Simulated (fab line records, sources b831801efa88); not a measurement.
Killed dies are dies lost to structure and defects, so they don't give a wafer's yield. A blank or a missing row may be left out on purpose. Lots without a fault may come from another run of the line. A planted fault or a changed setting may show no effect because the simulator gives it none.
Which tool did it? | flow sky130 | 12 lots, 36 wafers sampled, at 1 step of a route of 708

WHAT THE GAUGES READ, wafer by wafer
SKY_METAL1_OVL_MEAS_16.
lot  | measured     | on         | METAL1_OVL (nm)
L075 | day 33 17:10 | overlay-01 | 0 1 1
L077 | day 34 06:03 | overlay-02 | 0 -2 -1
L079 | day 34 23:33 | overlay-02 | -3 -7 -6
L081 | day 36 00:43 | overlay-02 | 3 2 4
L083 | day 36 22:46 | overlay-01 | 1 6 -5
L086 | day 37 09:33 | overlay-01 | -5 -4 -2
L087 | day 37 12:35 | overlay-02 | -12 -3 2
L089 | day 38 05:31 | overlay-02 | 3 -1 0
L091 | day 38 17:40 | overlay-01 | -5 5 -6
L092 | day 39 07:58 | overlay-01 | 1 -4 1
L095 | day 39 21:33 | overlay-01 | 2 1 0
L097 | day 40 08:16 | overlay-01 | 0 1 1

WHICH TOOL RAN EACH LOT (tool, then ch and the chambers of the sampled wafers, then the start)
The record holds no process step before these readings.

THE ANSWER, worked out from the rows above alone
Rule: what is usual is taken from the lots themselves. Put in order of their means at a reading, lots are off if they are a third of the lots or fewer, leave a main group of 4 or more, and stand apart from it by a gap of 3 or more times the standard deviation of the main group's means; of several such gaps the widest counts. A main group whose means are all the same, to the digits that the tables above print for the reading, isn't used. A lot without any number at a reading at which 4 lots or more have one is off too. The other lots that the step has rows for count as sound.
No lot is off at any reading shown: from this, nothing can be told.

WHAT THE SIMULATOR HAD PUT IN
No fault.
